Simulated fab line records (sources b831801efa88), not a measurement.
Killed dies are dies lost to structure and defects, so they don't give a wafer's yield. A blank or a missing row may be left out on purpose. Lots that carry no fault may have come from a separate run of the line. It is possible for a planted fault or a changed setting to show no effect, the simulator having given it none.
2 desks, one fault :: flow sky130 :: each desk holds nothing but its own numbers, with what lay behind them at the end

## FROM THE METROLOGY DESK
What the gauges read for every lot (on any tool): the sampled wafers with a number, averaged. If a lot's mean is further than 4 standard deviations from the usual mean, the lot is out of limits and carries the mark OUT (the distance appears in the brackets).
Columns: A = VIA4_OVL at SKY_VIA4_OVL_MEAS_11, usual 1.1 nm; B = VIA4_W_RS at SKY_VIA4_RS_MEAS_19, usual 0.2279 ohm/sq; C = VIA4_W_THK at SKY_VIA4_THK_MEAS_20, usual 485 nm; D = METAL5_ALCU_THK at SKY_METAL5_THK_MEAS_06, usual 1154 nm
lot: L882
first seen here: day 43 06:52
A: 1.5
B: 0.2276
C: 485
D: 1154

lot: L881
first seen here: day 43 09:30
A: 2.2
B: 0.2289
C: 484
D: 1162

lot: L884
first seen here: day 44 05:22
A: -1.0
B: 0.2275
C: 482
D: 1156

lot: L886
first seen here: day 44 06:23
A: 1.5
B: 0.2261
C: 489
D: 1184

lot: L888
first seen here: day 46 14:05
A: 1.7
B: 0.2269
C: 491
D: 1153

lot: L892
first seen here: day 46 15:02
A: 2.0
B: 0.2285
C: 490
D: 1159

lot: L894
first seen here: day 46 15:42
A: 1.9
B: 0.2264
C: 492
D: 1163

lot: L898
first seen here: day 47 13:42
A: 0.2
B: 0.1697 (-26) OUT
C: 676 (+32) OUT
D: 1126

lot: L900
first seen here: day 47 19:02
A: 0.5
B: 0.1692 (-27) OUT
C: 686 (+34) OUT
D: 1174

lot: L901
first seen here: day 47 19:27
A: -1.7
B: 0.1693 (-27) OUT
C: 682 (+33) OUT
D: 1152
This desk reports L898, L900, L901 out of limits; the earliest was L898 at day 47 14:41 (VIA4_W_RS at SKY_VIA4_RS_MEAS_19). L882, L881, L884, L886, L888, L892, L894 stayed within limits.

## DESK OF THE TOOL OWNER: cvdW-01
The tool's own readings at SKY_VIA4_CVD_18 (deposits W, target thk 505 nm, time 152.14 s): means of the sampled wafers that have a number, for each lot that ran on this tool. If a lot's mean is further than 4 standard deviations from the usual mean, the lot is out of limits and carries the mark OUT (the distance appears in the brackets).
Columns: A = heaterPowerW at SKY_VIA4_CVD_18, usual 863 W
lot: L882
first seen here: day 43 07:56
A: 904

lot: L881
first seen here: day 43 10:37
A: 859

lot: L892
first seen here: day 46 15:52
A: 865

lot: L894
first seen here: day 46 16:29
A: 815

lot: L898
first seen here: day 47 14:30
A: 867

lot: L900
first seen here: day 47 19:56
A: 872

lot: L901
first seen here: day 47 20:18
A: 862
Finding of this desk: none of the 7 lots has anything out of limits.

## ALL TOGETHER
At day 47 14:41 the metrology desk could have sounded an alarm, on L898, L900, L901.
Nothing out of limits was seen by the tool owner's desk.
Tool owner's desk: L898, L900, L901 on record, inside its limits.
The lots listed all ran SKY_VIA4_CVD_18 on cvdW-01.

## WHAT THE SIMULATOR HAD PUT IN
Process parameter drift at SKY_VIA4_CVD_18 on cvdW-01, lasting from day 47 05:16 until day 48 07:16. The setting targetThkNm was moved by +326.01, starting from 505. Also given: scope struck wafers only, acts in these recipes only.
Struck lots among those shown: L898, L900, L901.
Time in hours between the start of the fault and the first out-of-limits reading at each desk: metrology desk, 9.
